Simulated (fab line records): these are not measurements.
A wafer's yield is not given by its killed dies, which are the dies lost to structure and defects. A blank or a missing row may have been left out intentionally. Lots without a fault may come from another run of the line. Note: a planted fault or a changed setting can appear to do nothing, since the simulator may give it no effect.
What tool caused it? | flow gf180mcu | 15 lots with 45 wafers sampled at 4 steps, on a route of 602 steps

== WHAT EACH GAUGE READ, for each wafer ==
GF_TOP_METAL_RS_MEAS_05: a four-point-probe measurement. Usual: TOP_METAL_ALCU_RS typically reads 0.0326 ohm/sq, with standard deviation 0.00036.
lot  | measured     | on            | TOP_METAL_ALCU_RS (ohm/sq) | flag
L996 | day 27 02:23 | film-metro-02 | 0.0330 0.0331 0.0327       |
L997 | day 27 15:38 | film-metro-03 | 0.0329 0.0331 0.0330       |
L999 | day 28 08:24 | film-metro-04 | 0.0325 0.0327 0.0326       |
L101 | day 28 19:09 | film-metro-03 | 0.0327 0.0322 0.0322       |
L105 | day 30 04:22 | film-metro-02 | 0.0329 0.0329 0.0324       |
L109 | day 31 03:58 | film-metro-03 | 0.0327 0.0320 0.0326       |
L112 | day 32 06:45 | film-metro-04 | 0.0323 0.0324 0.0325       |
L114 | day 32 11:18 | film-metro-04 | 0.0323 0.0325 0.0326       |
L115 | day 32 20:17 | film-metro-02 | 0.0326 0.0324 0.0327       |
L116 | day 33 00:22 | film-metro-04 | 0.0330 0.0327 0.0325       |
L118 | day 33 10:11 | film-metro-03 | 0.0334 0.0333 0.0330       |
L119 | day 33 16:32 | film-metro-03 | 0.0326 0.0323 0.0323       |

== TOOL THAT RAN EACH LOT (tool first, then ch and the chambers of the sampled wafers, then the start) ==
lot  | GF_SALICIDE_WET_ETCH_07         | GF_V5_CVD_23                  | GF_TOP_METAL_SPUTTER_01
L996 | wet-bench-03 ch 3, day 15 02:44 | cvd-w-02 ch 0, day 27 01:34   | pvd-sputter-01, day 27 02:16
L997 | wet-bench-04 ch 1, day 15 13:50 | cvd-w-02 ch 0,1, day 27 14:50 | pvd-sputter-01, day 27 15:29
L999 | wet-bench-01 ch 2, day 16 06:05 | cvd-w-01 ch 0,1, day 28 07:35 | pvd-sputter-04, day 28 08:17
L101 | wet-bench-03 ch 2, day 16 21:24 | cvd-w-01 ch 0,1, day 28 18:20 | pvd-sputter-03, day 28 19:02
L102 | wet-bench-04 ch 0, day 17 16:27 | -                             | -
L103 | wet-bench-01 ch 1, day 17 17:46 | -                             | -
L104 | wet-bench-01 ch 3, day 18 00:21 | -                             | -
L105 | wet-bench-03 ch 1, day 18 12:38 | cvd-w-02 ch 0,1, day 30 03:33 | pvd-sputter-04, day 30 04:14
L109 | wet-bench-04 ch 1, day 19 18:57 | cvd-w-01 ch 0,1, day 31 03:10 | pvd-sputter-03, day 31 03:51
L112 | wet-bench-01 ch 1, day 21 10:32 | cvd-w-01 ch 1, day 32 05:55   | pvd-sputter-01, day 32 06:37
L114 | wet-bench-01 ch 3, day 21 15:50 | cvd-w-01 ch 0,1, day 32 10:26 | pvd-sputter-01, day 32 11:10
L115 | wet-bench-04 ch 2, day 22 05:36 | cvd-w-01 ch 0,1, day 32 19:28 | pvd-sputter-01, day 32 20:10
L116 | wet-bench-04 ch 0, day 22 13:07 | cvd-w-01 ch 0,1, day 32 23:33 | pvd-sputter-04, day 33 00:14
L118 | wet-bench-04 ch 0, day 22 22:48 | cvd-w-01 ch 0,1, day 33 08:54 | pvd-sputter-01, day 33 10:04
L119 | wet-bench-04 ch 0, day 23 08:15 | cvd-w-02 ch 0,1, day 33 15:43 | pvd-sputter-04, day 33 16:24
- GF_SALICIDE_WET_ETCH_07: etches the open film in SPM, target depth 120 nm.
- GF_V5_CVD_23: deposits W, target thk 350 nm, time 104.9 s.
- GF_TOP_METAL_SPUTTER_01: material TiN, target thk 30 nm, time 25 s.

== AS READ BY THE TOOLS THEMSELVES (means over the sampled wafers that have a number; for cases with no such wafer, the mark the record gives instead) ==
GF_V5_CVD_23. Usual: heater-power-w 774 W, standard deviation 36; susceptor-temp-C 400.00 C, standard deviation 0.23.
lot  | tool     | heater-power-w (W) | susceptor-temp-C (C) | flag
L996 | cvd-w-02 | 813                | 399.97               |
L997 | cvd-w-02 | 808                | 399.87               |
L999 | cvd-w-01 | 747                | 400.12               |
L101 | cvd-w-01 | 744                | 399.86               |
L105 | cvd-w-02 | 808                | 399.89               |
L109 | cvd-w-01 | 752                | 400.23               |
L112 | cvd-w-01 | 769                | 400.02               |
L114 | cvd-w-01 | 763                | 399.92               |
L115 | cvd-w-01 | 756                | 400.10               |
L116 | cvd-w-01 | 745                | 399.99               |
L118 | cvd-w-01 | 744                | 400.00               |
L119 | cvd-w-02 | 829                | 400.16               |

GF_TOP_METAL_SPUTTER_01. Usual: 29.7 % for throttle-valve-pct, sd 0.86.
lot  | tool           | throttle-valve-pct (%) | flag
L996 | pvd-sputter-01 | 29.9                   |
L997 | pvd-sputter-01 | 29.6                   |
L999 | pvd-sputter-04 | 29.4                   |
L101 | pvd-sputter-03 | 30.7                   |
L105 | pvd-sputter-04 | 29.3                   |
L109 | pvd-sputter-03 | 30.5                   |
L112 | pvd-sputter-01 | 29.5                   |
L114 | pvd-sputter-01 | 29.4                   |
L115 | pvd-sputter-01 | 29.3                   |
L116 | pvd-sputter-04 | 29.2                   |
L118 | pvd-sputter-01 | 29.5                   |
L119 | pvd-sputter-04 | 29.7                   |

== THE ANSWER, worked out from the rows above alone ==
Rule: take the mean of a lot's wafers that have a number; if it is more than 3 standard deviations from the usual mean, the lot is off. Also off: a lot with no number at a reading for which 4 or more lots have one. Where the step has rows for the other lots, those lots are counted as sound. Order of review: gauges by route order, followed by the tools' own readings, for which a lot's mean as printed above is used. At the first step where some lot is off, the reading lying furthest off is the one used; lots without a number count as furthest.
None of the lots is off at any reading shown; this tells nothing.

== WHAT THE SIMULATOR PUT IN ==
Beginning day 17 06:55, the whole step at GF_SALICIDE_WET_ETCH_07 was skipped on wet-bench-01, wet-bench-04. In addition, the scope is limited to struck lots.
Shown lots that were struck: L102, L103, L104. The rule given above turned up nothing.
